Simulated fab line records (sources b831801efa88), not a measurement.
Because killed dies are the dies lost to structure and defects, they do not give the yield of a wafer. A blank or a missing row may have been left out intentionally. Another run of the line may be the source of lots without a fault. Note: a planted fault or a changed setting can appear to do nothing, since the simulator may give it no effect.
fab line records -- flow sfq_line
record lots=7, wafers=21, last_day=91
route steps=325 shown I4@170 JJ@178 M5@198 A5B@209 R5@225
lots that met no fault: taken from a fault-free run of the same line
start_h: start of the lot's first displayed wafer, in hours after the record's first day -- wait_h: time in hours since the lot's previous step -- " same as the row above -- L1.1+2: a row that stands for several wafers -- - value missing, or start not given -- * or withheld: withheld -- < > ~ a bound
route shown NAME@n: a module of which the file shows steps, and the number in the route of the first -- usual: the fault-free wafers' mean and standard deviation -- same: alike in all rows -- chamber/n: place in a boat -- sites: each site's reading -- _std_site: their standard deviation -- _edge_site: mean of outer sites minus mean of inner sites -- radius_mm: for every site, how far away it sits from the centre of the wafer -- mask NAME#n: copy n -- behind: the tool/chamber that last shaped the wafer -- hold: cause of the lot's hold/its duration in hours/its outcome -- device: whichever transistor did not switch (one of n, p or np) -- end of line: the tests these same wafers got at the end of their route -- a step given without rows: its recipe and nothing more -- killed: dies that structure and defects cost at the first sort, which is not the same as the wafer's yield -- map: a wafer's dies, marking killed ones x, the rest . and places with no die _
set.NAME: the run value of the setting; set.NAME@STEP: its run value at that earlier step -- model.NAME: the simulator's own value behind a step, which no gauge read
lots at selected steps of the route; one table per step, one row per wafer
services: from which hour (start_h, from the record's first day; less than 0 if before it) a tool's chamber was out of use, for how many hours, and why
## steps
# step SFQ_TRILAYER_I4_VIA_LITHO_EXPOSE_104
# recipe mask_id=I4, na=0.6, source_shape=conventional, sigma_outer=0.65, target_cd_nm=700, dose_mj=21.3
# step SFQ_TRILAYER_I4_VIA_LITHO_PEB_106
# recipe peb_temp_c=115, peb_time_s=60, resist=KrF
# step SFQ_TRILAYER_I4_VIA_LITHO_DEVELOP_105
# recipe time_s=60, resist=KrF
# step SFQ_I4_OVL_MEAS_928
# usual I4_OVL=1/5.9
lot.wafer,tool,chamber,start_h,wait_h,I4_OVL[nm]
L889.1,overlay-02,-,1219.37,0.1,8
L889.2,overlay-02,-,1219.37,0.1,5
L889.4,overlay-02,-,1219.37,0.1,-2
L897.1,overlay-02,-,1276.89,0.1,-1
L897.4,overlay-02,-,1276.89,0.1,5
L897.6,overlay-02,-,1276.89,0.1,3
L899.1,overlay-02,-,1287.03,0.1,4
L899.3,overlay-02,-,1287.03,0.1,-1
L899.5,overlay-02,-,1287.03,0.1,-1
L908.1,overlay-02,-,1359.72,0.1,7
L908.3,overlay-02,-,1359.72,0.1,6
L908.5,overlay-02,-,1359.72,0.1,6
L909.1,overlay-02,-,1362.12,0.1,-10
L909.5,overlay-02,-,1362.12,0.1,-12
L909.6,overlay-02,-,1362.12,0.1,-4
L910.2,overlay-02,-,1381.33,0.1,11
L910.3,overlay-02,-,1381.33,0.1,7
L910.4,overlay-02,-,1381.33,0.1,6
L911.1,overlay-02,-,1384.92,0.1,3
L911.4,overlay-02,-,1384.92,0.1,5
L911.6,overlay-02,-,1384.92,0.1,2
# step SFQ_TRILAYER_I4_VIA_BARC_OPEN_VIA_ETCH_146
# recipe mask_material=PR, chemistry=O2, target_depth_nm=125, target=BARC, source_w=500, bias_w=80, pressure_mtorr=30, time_s=41.7
# step SFQ_TRILAYER_I4_VIA_ETCH_VIA_ETCH_106
# recipe target=SiO2, stop_on=Nb, mask_material=PR, taper_deg=20, chemistry=CHF3, target_depth_nm=260, source_w=500, bias_w=81.01, pressure_mtorr=30, time_s=withheld
# step SFQ_TRILAYER_I4_VIA_STRIP_STRIP_107
# recipe gas=O2, power_w=200, platen_temp_c=40, overash_fraction=0.65, chemistry=O2, pressure_mtorr=50
# step SFQ_TRILAYER_I4_VIA_STRIP_SOLV_CLEAN_108
# recipe chemistry=NMP, temp_c=70, time_s=600
# step SFQ_TRILAYER_JJ_TRILAYER_DEP_PRE_CLEAN_113
# recipe gas=Ar, time_s=22.5, bias_v=250
# step SFQ_TRILAYER_JJ_TRILAYER_DEP_SPUTTER_109
# recipe material=Nb, base_pressure_pa=1.33e-06, chamber_pressure_pa=0.1333, substrate_temp_c=20, target_thk_nm=150, power_w=2000, time_s=100
# usual throttle_valve_pct=30.1/1
lot.wafer,tool,chamber,start_h,wait_h,throttle_valve_pct
L889.1,pvd_sputter-04,-,1220.53,0.0,31.0
L889.2,pvd_sputter-04,-,1220.53,0.0,28.1
L889.4,pvd_sputter-04,-,1220.53,0.0,29.2
L897.1,pvd_sputter-06,-,1277.88,0.0,31.2
L897.4,pvd_sputter-06,-,1277.88,0.0,30.0
L897.6,pvd_sputter-06,-,1277.88,0.0,29.5
L899.1,pvd_sputter-06,-,1288.04,0.0,29.8
L899.3,pvd_sputter-06,-,1288.04,0.0,29.8
L899.5,pvd_sputter-06,-,1288.04,0.0,30.1
L908.1,pvd_sputter-06,-,1360.72,0.0,30.6
L908.3,pvd_sputter-06,-,1360.72,0.0,30.1
L908.5,pvd_sputter-06,-,1360.72,0.0,30.7
L909.1,pvd_sputter-06,-,1363.12,0.0,29.6
L909.5,pvd_sputter-06,-,1363.12,0.0,29.5
L909.6,pvd_sputter-06,-,1363.12,0.0,30.9
L910.2,pvd_sputter-04,-,1382.32,0.0,30.5
L910.3,pvd_sputter-04,-,1382.32,0.0,28.0
L910.4,pvd_sputter-04,-,1382.32,0.0,31.0
L911.1,pvd_sputter-06,-,1386.52,0.0,29.6
L911.4,pvd_sputter-06,-,1386.52,0.0,30.7
L911.6,pvd_sputter-06,-,1386.52,0.0,30.9
# step SFQ_TRILAYER_JJ_TRILAYER_DEP_SPUTTER_110
# recipe material=Al, base_pressure_pa=1.33e-06, target_thk_nm=8, power_w=500, time_s=10, chamber_pressure_pa=0.4
# step SFQ_TRILAYER_JJ_TRILAYER_DEP_AL_OXIDATION_111
# recipe pressure_mbar=0.014667, oxidation_time_s=600, temperature_k=293
# step SFQ_TRILAYER_JJ_TRILAYER_DEP_SPUTTER_112
# recipe material=Nb, base_pressure_pa=1.33e-06, chamber_pressure_pa=0.1333, substrate_temp_c=20, target_thk_nm=170, power_w=2000, time_s=113.3
# usual throttle_valve_pct=30.1/1
lot.wafer,tool,chamber,start_h,wait_h,throttle_valve_pct,model.Nb_of_TRILAYER_JJ_TRILAYER_DEP_SPUTTER_112.thk_nm
L889.1,pvd_sputter-04,-,1221.63,0.5,31.1,173.5
L889.2,pvd_sputter-04,-,1221.63,0.5,27.9,176.2
L889.4,pvd_sputter-04,-,1221.63,0.5,29.4,172.9
L897.1,pvd_sputter-06,-,1279.07,0.5,31.2,170
L897.4,pvd_sputter-06,-,1279.07,0.5,29.9,171.2
L897.6,pvd_sputter-06,-,1279.07,0.5,29.5,171.5
L899.1,pvd_sputter-06,-,1289.14,0.5,29.9,170.6
L899.3,pvd_sputter-06,-,1289.14,0.5,29.6,168.1
L899.5,pvd_sputter-06,-,1289.14,0.5,29.6,168.8
L908.1,pvd_sputter-06,-,1361.81,0.5,30.7,230.6
L908.3,pvd_sputter-06,-,1361.81,0.5,29.8,231
L908.5,pvd_sputter-06,-,1361.81,0.5,30.7,230
L909.1,pvd_sputter-06,-,1364.21,0.5,29.5,232.8
L909.5,pvd_sputter-06,-,1364.21,0.5,29.5,233.4
L909.6,pvd_sputter-06,-,1364.21,0.5,31.0,233
L910.2,pvd_sputter-04,-,1383.41,0.5,30.4,170.3
L910.3,pvd_sputter-04,-,1383.41,0.5,27.8,172
L910.4,pvd_sputter-04,-,1383.41,0.5,31.2,169.7
L911.1,pvd_sputter-06,-,1387.61,0.5,29.5,230.9
L911.4,pvd_sputter-06,-,1387.61,0.5,30.7,231.1
L911.6,pvd_sputter-06,-,1387.61,0.5,31.0,231.2
# step SFQ_JJ_RS_MEAS_929
# recipe thk_meas_gauge=four-point-probe, reads=Nb_of_TRILAYER_JJ_TRILAYER_DEP_SPUTTER_112
# usual JJ_NB_RS=1.046/0.013
lot.wafer,tool,chamber,start_h,wait_h,JJ_NB_RS[ohm/sq]
L889.1,film_metro-03,-,1221.71,0.0,1.023
L889.2,film_metro-03,-,1221.71,0.0,1.009
L889.4,film_metro-03,-,1221.71,0.0,1.030
L897.1,film_metro-03,-,1279.15,0.0,1.047
L897.4,film_metro-03,-,1279.15,0.0,1.040
L897.6,film_metro-03,-,1279.15,0.0,1.037
L899.1,film_metro-03,-,1289.21,0.0,1.043
L899.3,film_metro-03,-,1289.21,0.0,1.057
L899.5,film_metro-03,-,1289.21,0.0,1.053
L908.1,film_metro-03,-,1361.89,0.0,0.771
L908.3,film_metro-03,-,1361.89,0.0,0.768
L908.5,film_metro-03,-,1361.89,0.0,0.771
L909.1,film_metro-03,-,1364.29,0.0,0.764
L909.5,film_metro-03,-,1364.29,0.0,0.758
L909.6,film_metro-03,-,1364.29,0.0,0.762
L910.2,film_metro-02,-,1383.51,0.1,1.048
L910.3,film_metro-02,-,1383.51,0.1,1.037
L910.4,film_metro-02,-,1383.51,0.1,1.050
L911.1,film_metro-03,-,1387.69,0.0,0.768
L911.4,film_metro-03,-,1387.69,0.0,0.768
L911.6,film_metro-03,-,1387.69,0.0,0.768
# step SFQ_TRILAYER_JJ_CE_LITHO_COAT_119
# recipe resist=BARC, spin_rpm=2950, resist_thk_nm=62
# step SFQ_TRILAYER_JJ_CE_LITHO_COAT_114
# recipe resist=KrF, spin_rpm=3000, resist_thk_nm=600
# step SFQ_TRILAYER_JJ_CE_LITHO_SOFTBAKE_118
# recipe temp_c=withheld, time_s=withheld, resist=KrF
# step SFQ_TRILAYER_JJ_CE_LITHO_EXPOSE_115
# recipe mask_id=J5, na=0.6, source_shape=conventional, sigma_outer=0.65, target_cd_nm=700, dose_mj=14.4
# step SFQ_TRILAYER_JJ_CE_LITHO_PEB_117
# recipe peb_temp_c=115, peb_time_s=60, resist=KrF
# step SFQ_TRILAYER_JJ_CE_LITHO_DEVELOP_116
# recipe time_s=60, resist=KrF
# step SFQ_JJ_OVL_MEAS_931
# usual J5_OVL=1/4.8
lot.wafer,tool,chamber,start_h,wait_h,J5_OVL[nm]
L889.1,overlay-01,-,1224.14,0.1,1
L889.2,overlay-01,-,1224.14,0.1,7
L889.4,overlay-01,-,1224.14,0.1,8
L897.1,overlay-01,-,1283.43,0.1,1
L897.4,overlay-01,-,1283.43,0.1,-1
L897.6,overlay-01,-,1283.43,0.1,2
L899.1,overlay-01,-,1324.98,0.1,1
L899.3,overlay-01,-,1324.98,0.1,-3
L899.5,overlay-01,-,1324.98,0.1,-4
L908.1,overlay-01,-,1381.43,0.1,-2
L908.3,overlay-01,-,1381.43,0.1,-8
L908.5,overlay-01,-,1381.43,0.1,-4
L909.1,overlay-02,-,1388.42,0.1,7
L909.5,overlay-02,-,1388.42,0.1,12
L909.6,overlay-02,-,1388.42,0.1,5
L910.2,overlay-02,-,1491.65,0.1,2
L910.3,overlay-02,-,1491.65,0.1,6
L910.4,overlay-02,-,1491.65,0.1,9
L911.1,overlay-02,-,1500.17,0.1,1
L911.4,overlay-02,-,1500.17,0.1,7
L911.6,overlay-02,-,1500.17,0.1,7
# step SFQ_TRILAYER_JJ_CE_METRO_MEASURE_117
# step SFQ_TRILAYER_JJ_CE_BARC_OPEN_RIE_150
# recipe mask_material=PR, chemistry=O2, target_depth_nm=240, target=BARC, icp_w=600, bias_w=80, pressure_mtorr=10, time_s=80
# usual drypump_motor_current_A=5.9/0.55, oes_product_au=0.539/0.0048
lot.wafer,tool,chamber,start_h,wait_h,drypump_motor_current_A,oes_product_au,rf_hours_counter_h
L889.1,rie_metal-01,0,1225.37,1.0,5.5,0.534,111
L889.2,rie_metal-01,1,1225.37,1.0,6.6,0.541,30
L889.4,rie_metal-01,1,1225.37,1.0,6.6,0.537,-
L897.1,rie_metal-02,1,1284.67,1.0,5.1,0.536,14
L897.4,rie_metal-02,0,1284.67,1.0,6.3,0.537,-
L897.6,rie_metal-02,1,1284.67,1.0,5.1,0.539,-
L899.1,rie_metal-02,1,1326.22,1.0,5.1,0.535,19
L899.3,rie_metal-02,1,1326.22,1.0,5.1,0.531,-
L899.5,rie_metal-02,1,1326.22,1.0,5.1,0.540,-
L908.1,rie_metal-04,0,1382.66,1.0,6.2,0.533,66
L908.3,rie_metal-04,0,1382.66,1.0,6.2,0.538,-
L908.5,rie_metal-04,0,1382.66,1.0,6.2,0.536,-
L909.1,rie_metal-02,1,1389.66,1.0,5.1,0.540,32
L909.5,rie_metal-02,0,1389.66,1.0,6.3,0.536,-
L909.6,rie_metal-02,1,1389.66,1.0,5.1,0.537,-
L910.2,rie_metal-01,0,1492.88,0.8,5.5,0.546,7
L910.3,rie_metal-01,1,1492.88,0.8,6.6,0.536,-
L910.4,rie_metal-01,0,1492.88,0.8,5.5,0.538,-
L911.1,rie_metal-02,1,1501.41,1.0,5.1,0.537,48
L911.4,rie_metal-02,1,1501.41,1.0,5.0,0.534,-
L911.6,rie_metal-02,0,1501.41,1.0,6.3,0.541,-
# step SFQ_TRILAYER_JJ_CE_ETCH_RIE_118
# recipe target=Nb, stop_on=Al2O3, mask_material=PR, taper_deg=13.257, over_etch_frac=0.15, time_s=97.7, chemistry=SF6, target_depth_nm=170, icp_w=600, bias_w=80, pressure_mtorr=10
# step SFQ_TRILAYER_JJ_ANODIZE_ANODIZE_119
# recipe current_density_ma_cm2=withheld, end_current_density_ma_cm2=withheld, bath_temp_c=withheld
# step SFQ_TRILAYER_JJ_CE_STRIP_STRIP_120
# recipe gas=O2, power_w=200, platen_temp_c=40, overash_fraction=0.65, chemistry=O2, pressure_mtorr=50
# usual drypump_motor_current_A=6.0/0.46, oes_product_au=1.003/0.0093
lot.wafer,tool,chamber,start_h,wait_h,drypump_motor_current_A,oes_product_au,rf_hours_counter_h
L889.1,rie_metal-04,0,1226.07,0.0,6.2,1.014,40
L889.2,rie_metal-04,1,1226.07,0.0,6.2,1.007,121
L889.4,rie_metal-04,1,1226.07,0.0,6.3,1.008,-
L897.1,rie_metal-01,1,1285.37,0.0,6.6,0.984,39
L897.4,rie_metal-01,0,1285.37,0.0,5.5,0.992,-
L897.6,rie_metal-01,0,1285.37,0.0,5.5,0.992,-
L899.1,rie_metal-04,1,1326.92,0.0,6.2,1.022,136
L899.3,rie_metal-04,1,1326.92,0.0,6.2,1.014,-
L899.5,rie_metal-04,0,1326.92,0.0,6.2,1.012,-
L908.1,rie_metal-01,1,1384.06,0.0,6.5,0.996,55
L908.3,rie_metal-01,1,1384.06,0.0,6.5,1.001,-
L908.5,rie_metal-01,0,1384.06,0.0,5.5,0.990,-
L909.1,rie_metal-01,1,1390.85,0.0,6.5,1.007,56
L909.5,rie_metal-01,0,1390.85,0.0,5.5,0.992,-
L909.6,rie_metal-01,1,1390.85,0.0,6.5,0.995,-
L910.2,rie_metal-02,1,1493.63,0.0,5.1,1.002,47
L910.3,rie_metal-02,0,1493.63,0.0,6.3,0.992,-
L910.4,rie_metal-02,1,1493.63,0.0,5.0,0.996,-
L911.1,rie_metal-01,0,1502.15,0.0,5.5,0.994,8
L911.4,rie_metal-01,0,1502.15,0.0,5.5,0.979,-
L911.6,rie_metal-01,0,1502.15,0.0,5.5,0.989,-
# step SFQ_TRILAYER_JJ_CE_STRIP_SOLV_CLEAN_121
# recipe chemistry=NMP, temp_c=70, time_s=600
# step SFQ_TRILAYER_M5_LITHO_COAT_128
# recipe resist=BARC, spin_rpm=3000, resist_thk_nm=62
# step SFQ_TRILAYER_M5_LITHO_COAT_123
# recipe resist=KrF, spin_rpm=3000, resist_thk_nm=600
# step SFQ_TRILAYER_M5_LITHO_SOFTBAKE_127
# recipe temp_c=withheld, time_s=withheld, resist=KrF
# step SFQ_TRILAYER_M5_LITHO_EXPOSE_124
# recipe mask_id=M5, na=0.6, source_shape=conventional, sigma_outer=0.65, target_cd_nm=700, dose_mj=14.4
# step SFQ_TRILAYER_M5_LITHO_PEB_126
# recipe peb_temp_c=115, peb_time_s=60, resist=KrF
# step SFQ_TRILAYER_M5_LITHO_DEVELOP_125
# recipe time_s=60, resist=KrF
# step SFQ_M5_OVL_MEAS_932
# usual M5_OVL=0/4.9
lot.wafer,tool,chamber,start_h,wait_h,M5_OVL[nm]
L889.1,overlay-02,-,1363.32,0.1,-5
L889.2,overlay-02,-,1363.32,0.1,-5
L889.4,overlay-02,-,1363.32,0.1,-9
L897.1,overlay-01,-,1411.35,0.1,1
L897.4,overlay-01,-,1411.35,0.1,1
L897.6,overlay-01,-,1411.35,0.1,3
L899.1,overlay-01,-,1438.47,0.1,8
L899.3,overlay-01,-,1438.47,0.1,5
L899.5,overlay-01,-,1438.47,0.1,3
L908.1,overlay-01,-,1495.37,0.1,-3
L908.3,overlay-01,-,1495.37,0.1,-7
L908.5,overlay-01,-,1495.37,0.1,-2
L909.1,overlay-02,-,1503.77,0.1,0
L909.5,overlay-02,-,1503.77,0.1,0
L909.6,overlay-02,-,1503.77,0.1,-5
L910.2,overlay-01,-,1508.11,0.1,-11
L910.3,overlay-01,-,1508.11,0.1,-5
L910.4,overlay-01,-,1508.11,0.1,-10
L911.1,overlay-01,-,1514.37,0.1,3
L911.4,overlay-01,-,1514.37,0.1,10
L911.6,overlay-01,-,1514.37,0.1,7
# step SFQ_TRILAYER_M5_BARC_OPEN_METAL_ETCH_161
# recipe mask_material=PR, chemistry=O2, target_depth_nm=125, target=BARC, icp_w=600, bias_w=80, pressure_mtorr=10, time_s=41.7
# step SFQ_TRILAYER_M5_ETCH_METAL_ETCH_126
# recipe target=Nb, stop_on=SiO2, mask_material=PR, over_etch_frac=0.15, time_s=203.2, chemistry=Cl2/BCl3, target_depth_nm=265, icp_w=600, bias_w=80, pressure_mtorr=10
# usual drypump_motor_current_A=5.6/0.55, oes_product_au=0.730/0.0059
lot.wafer,tool,chamber,start_h,wait_h,drypump_motor_current_A,oes_product_au,rf_hours_counter_h
L889.1,rie_metal-02,0,1363.42,0.0,6.3,0.724,87
L889.2,rie_metal-02,1,1363.42,0.0,5.1,0.728,27
L889.4,rie_metal-02,0,1363.42,0.0,6.3,0.729,-
L897.1,rie_metal-02,1,1411.44,0.0,5.1,0.732,36
L897.4,rie_metal-02,1,1411.44,0.0,5.1,0.732,-
L897.6,rie_metal-02,1,1411.44,0.0,5.1,0.734,-
L899.1,rie_metal-02,1,1438.57,0.0,5.1,0.733,40
L899.3,rie_metal-02,1,1438.57,0.0,5.1,0.726,-
L899.5,rie_metal-02,0,1438.57,0.0,6.3,0.732,-
L908.1,rie_metal-03,1,1495.47,0.0,5.2,0.728,11
L908.3,rie_metal-03,0,1495.47,0.0,5.5,0.735,-
L908.5,rie_metal-03,0,1495.47,0.0,5.5,0.723,-
L909.1,rie_metal-03,1,1503.87,0.0,5.2,0.724,13
L909.5,rie_metal-03,0,1503.87,0.0,5.5,0.725,-
L909.6,rie_metal-03,1,1503.87,0.0,5.2,0.724,-
L910.2,rie_metal-01,1,1508.20,0.0,6.6,0.734,72
L910.3,rie_metal-01,1,1508.20,0.0,6.5,0.735,-
L910.4,rie_metal-01,0,1508.20,0.0,5.5,0.724,-
L911.1,rie_metal-03,1,1514.52,0.1,5.2,0.725,14
L911.4,rie_metal-03,1,1514.52,0.1,5.2,0.742,-
L911.6,rie_metal-03,1,1514.52,0.1,5.3,0.726,-
# step SFQ_TRILAYER_M5_STRIP_STRIP_127
# recipe gas=O2, power_w=200, platen_temp_c=40, overash_fraction=0.65, chemistry=O2, pressure_mtorr=50
# step SFQ_TRILAYER_M5_STRIP_SOLV_CLEAN_128
# recipe chemistry=NMP, temp_c=70, time_s=600
# step SFQ_TRILAYER_A5B_DEP_PECVD_129
# recipe material=SiO2, temp_c=150, time_s=133.33, pressure_torr=2.4, rf_w=185.5, precursor=SiH4/N2O, target_thk_nm=600
# step SFQ_TRILAYER_A5B_CMP_CMP_130
# recipe stop_on=Nb, down_force_psi=3, platen_rpm=60, target_thk_nm=340.7
# step SFQ_TRILAYER_A5B_METRO_MEASURE_131
# usual thk_nm=344/5.7
lot.wafer,tool,chamber,start_h,wait_h,thk_nm
L889.1,film_metro-03,-,1370.03,1.0,347
L889.2,film_metro-03,-,1370.03,1.0,350
L889.4,film_metro-03,-,1370.03,1.0,341
L897.1,film_metro-02,-,1415.50,2.5,342
L897.4,film_metro-02,-,1415.50,2.5,352
L897.6,film_metro-02,-,1415.50,2.5,345
L899.1,film_metro-02,-,1442.63,2.0,350
L899.3,film_metro-02,-,1442.63,2.0,349
L899.5,film_metro-02,-,1442.63,2.0,343
L908.1,film_metro-02,-,1499.53,1.0,345
L908.3,film_metro-02,-,1499.53,1.0,341
L908.5,film_metro-02,-,1499.53,1.0,350
L909.1,film_metro-02,-,1507.93,1.0,340
L909.5,film_metro-02,-,1507.93,1.0,342
L909.6,film_metro-02,-,1507.93,1.0,344
L910.2,film_metro-03,-,1512.46,2.7,349
L910.3,film_metro-03,-,1512.46,2.7,342
L910.4,film_metro-03,-,1512.46,2.7,358
L911.1,film_metro-02,-,1519.38,1.0,338
L911.4,film_metro-02,-,1519.38,1.0,343
L911.6,film_metro-02,-,1519.38,1.0,348
# step SFQ_TRILAYER_R5_ETCH_METAL_ETCH_139
# recipe stop_on=SiO2, mask_material=PR, chemistry=Cl2, target_depth_nm=60, icp_w=600, bias_w=80, pressure_mtorr=10, time_s=40
# usual drypump_motor_current_A=5.7/0.51, oes_product_au=0.991/0.0075
lot.wafer,tool,chamber,start_h,wait_h,drypump_motor_current_A,oes_product_au,rf_hours_counter_h,model.Nb_of_TRILAYER_JJ_TRILAYER_DEP_SPUTTER_112.thk_nm
L889.1,rie_metal-04,1,1473.62,0.0,6.2,0.982,10,163.6
L889.2,rie_metal-04,0,1473.62,0.0,6.2,0.986,81,166.3
L889.4,rie_metal-04,0,1473.62,0.0,6.2,0.996,-,163
L897.1,rie_metal-02,0,1540.85,0.0,6.3,0.993,113,159.8
L897.4,rie_metal-02,0,1540.85,0.0,6.3,0.996,-,161
L897.6,rie_metal-02,0,1540.85,0.0,6.3,0.996,-,161.4
L899.1,rie_metal-04,0,1563.65,0.0,6.2,0.985,94,160.6
L899.3,rie_metal-04,0,1563.65,0.0,6.2,0.990,-,158
L899.5,rie_metal-04,0,1563.65,0.0,6.2,0.996,-,158.7
L908.1,rie_metal-02,0,1620.01,0.0,6.3,0.988,122,220.5
L908.3,rie_metal-02,1,1620.01,0.0,5.1,0.980,-,221
L908.5,rie_metal-02,0,1620.01,0.0,6.3,1.001,-,219.9
L909.1,rie_metal-04,0,1628.33,0.0,6.2,0.994,103,222.8
L909.5,rie_metal-04,1,1628.33,0.0,6.2,0.990,-,223.3
L909.6,rie_metal-04,0,1628.33,0.0,6.2,0.987,-,222.8
L910.2,rie_metal-04,0,1630.73,0.0,6.2,0.998,103,160.1
L910.3,rie_metal-04,1,1630.73,0.0,6.2,0.997,-,161.9
L910.4,rie_metal-04,0,1630.73,0.0,6.2,0.990,-,159.5
L911.1,rie_metal-03,1,1637.93,0.0,5.2,0.977,33,221.1
L911.4,rie_metal-03,1,1637.93,0.0,5.3,0.996,-,221.2
L911.6,rie_metal-03,0,1637.93,0.0,5.5,0.994,-,221
## services
tool,chamber,start_h,hours,kind
film_metro-02,-,1253.01,1.5,pm
rie_metal-02,-,1274.28,0.3,repair
pvd_sputter-06,-,1280.92,3.7,repair
film_metro-02,-,1281.71,1.2,pm
pvd_sputter-06,-,1296.51,4.2,repair
film_metro-02,-,1302.14,0.5,pm
rie_metal-04,-,1312.11,2.2,repair
rie_metal-02,0,1347.11,6.4,repair
rie_metal-01,-,1388.04,2.8,pm
rie_metal-02,-,1388.53,0.8,repair
film_metro-02,-,1392.58,0.4,pm
film_metro-02,-,1472.93,0.6,pm
rie_metal-04,1,1474.47,11.9,repair
film_metro-02,-,1498.01,1.2,pm
rie_metal-01,-,1511.03,1.4,pm
rie_metal-02,0,1535.27,1.0,repair
rie_metal-02,-,1536.34,0.7,repair
rie_metal-01,0,1536.56,24.5,repair
rie_metal-04,-,1538.10,2.8,pm
film_metro-02,-,1547.14,0.9,pm
rie_metal-02,0,1571.95,20.8,repair
rie_metal-02,-,1574.88,2.8,pm
pvd_sputter-06,-,1594.94,3.3,repair
film_metro-02,-,1637.20,2.8,pm
## key
first_sign step=SFQ_JJ_RS_MEAS_929, reading=JJ_NB_RS, direction=down, sigmas=21, usual=1.046, struck=0.766
effect none on later readings
model_effect step=SFQ_TRILAYER_JJ_TRILAYER_DEP_SPUTTER_112, value=Nb_of_TRILAYER_JJ_TRILAYER_DEP_SPUTTER_112.thk_nm, without=169.6, struck=231.5
model_effect step=SFQ_TRILAYER_R5_ETCH_METAL_ETCH_139, value=Nb_of_TRILAYER_JJ_TRILAYER_DEP_SPUTTER_112.thk_nm, without=159.5, struck=221.5
met_at SFQ_TRILAYER_JJ_TRILAYER_DEP_SPUTTER_112
struck_wafers L908.1,L908.3,L908.5,L909.1,L909.5,L909.6,L911.1,L911.4,L911.6
onset_between 1289.14 1361.81
also_fits SFQ_TRILAYER_JJ_TRILAYER_DEP_SPUTTER_109:pvd_sputter-06
fault kind=process_parameter_drift, tool=pvd_sputter-06, chamber=-, onset_h=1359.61, steps=SFQ_TRILAYER_JJ_TRILAYER_DEP_SPUTTER_112, channel=target_thk_nm, offset=61.965, shape=step, end_h=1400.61, acts_in=these_recipes_only, stated=170
